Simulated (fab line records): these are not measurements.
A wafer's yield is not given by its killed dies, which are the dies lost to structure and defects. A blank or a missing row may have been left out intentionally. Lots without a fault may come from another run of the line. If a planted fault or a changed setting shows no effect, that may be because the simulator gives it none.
2 desks looking at one fault -- flow sky130 -- numbers are kept per desk, each desk with only its own; the story behind them comes last

## THE METROLOGY DESK
Lot by lot, what the gauges showed, no matter which tool ran the lot: averages of those sampled wafers that carry a number. The brackets show how far a lot's mean lies from the usual mean; more than 4 standard deviations puts the lot out of limits, marked OUT.
Columns: A = VIA1_BOW at SKY_VIA1_BOW_MEAS_03, usual 81 um; B = cd_nm at SKY_VIA1_CD_MEAS_12, usual 149.0 nm; C = VIA1_OVL at SKY_VIA1_OVL_MEAS_13, usual 0 nm
lot,first seen here,A,B,C
L444,day 33 23:34,88,151.1,-2
L445,day 34 05:36,83,145.5,-4
L451,day 36 02:08,82,149.9,4
L452,day 36 11:22,70,147.6,-1
L453,day 36 16:23,72,148.6,7
L456,day 38 03:58,84,150.0,-6
L460,day 38 21:13,85,149.3,-0
Result from this desk: across the 7 lots, nothing is out of limits.

## AT THE TOOL OWNER'S DESK: rie_diel-03
The tool's own readings at SKY_VIA1_ETCH_14 (etches BARC in N2/H2, stops on SiO2, time 45.9 s, target depth 60 nm): means of the sampled wafers that have a number, for each lot that ran on this tool. The brackets show how far a lot's mean lies from the usual mean; more than 4 standard deviations puts the lot out of limits, marked OUT.
Columns: A = drypump_motor_current_A at SKY_VIA1_ETCH_14, usual 5.7 A; B = oes_product_au at SKY_VIA1_ETCH_14, usual 0.855 a.u.; C = run_length_s at SKY_VIA1_ETCH_14, usual 74.3 s; D = throttle_valve_pct at SKY_VIA1_ETCH_14, usual 13.226 %
lot,first seen here,A,B,C,D
L444,day 35 01:49,5.7,0.854,73.9,13.221
L451,day 37 04:22,6.1,0.910 (+10) OUT,71.1 (-7.4) OUT,13.227
L452,day 37 15:43,5.6,0.913 (+11) OUT,71.6 (-6.3) OUT,13.236
L453,day 37 19:07,5.6,0.967 (+20) OUT,69.1 (-12) OUT,13.235
This desk finds L451, L452, L453 out of limits, L451 being first, at day 37 04:22 (oes_product_au at SKY_VIA1_ETCH_14). L444: within limits.

## BROUGHT TOGETHER
The tool owner's desk had the chance to raise an alarm at day 37 04:22 on L451, L452, L453.
The metrology desk saw nothing out of limits.
The metrology desk holds a record of L451, L452, L453, inside its limits.
Every lot named ran SKY_VIA1_ETCH_14 on rie_diel-03.

## WHAT HAD BEEN PUT IN BY THE SIMULATOR
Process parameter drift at SKY_VIA1_ETCH_14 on rie_diel-03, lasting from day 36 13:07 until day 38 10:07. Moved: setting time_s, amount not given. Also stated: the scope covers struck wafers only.
Struck lots among those shown: L451, L452, L453.
Hours from the fault's start to each desk's first reading out of limits: the tool owner's desk, 15.
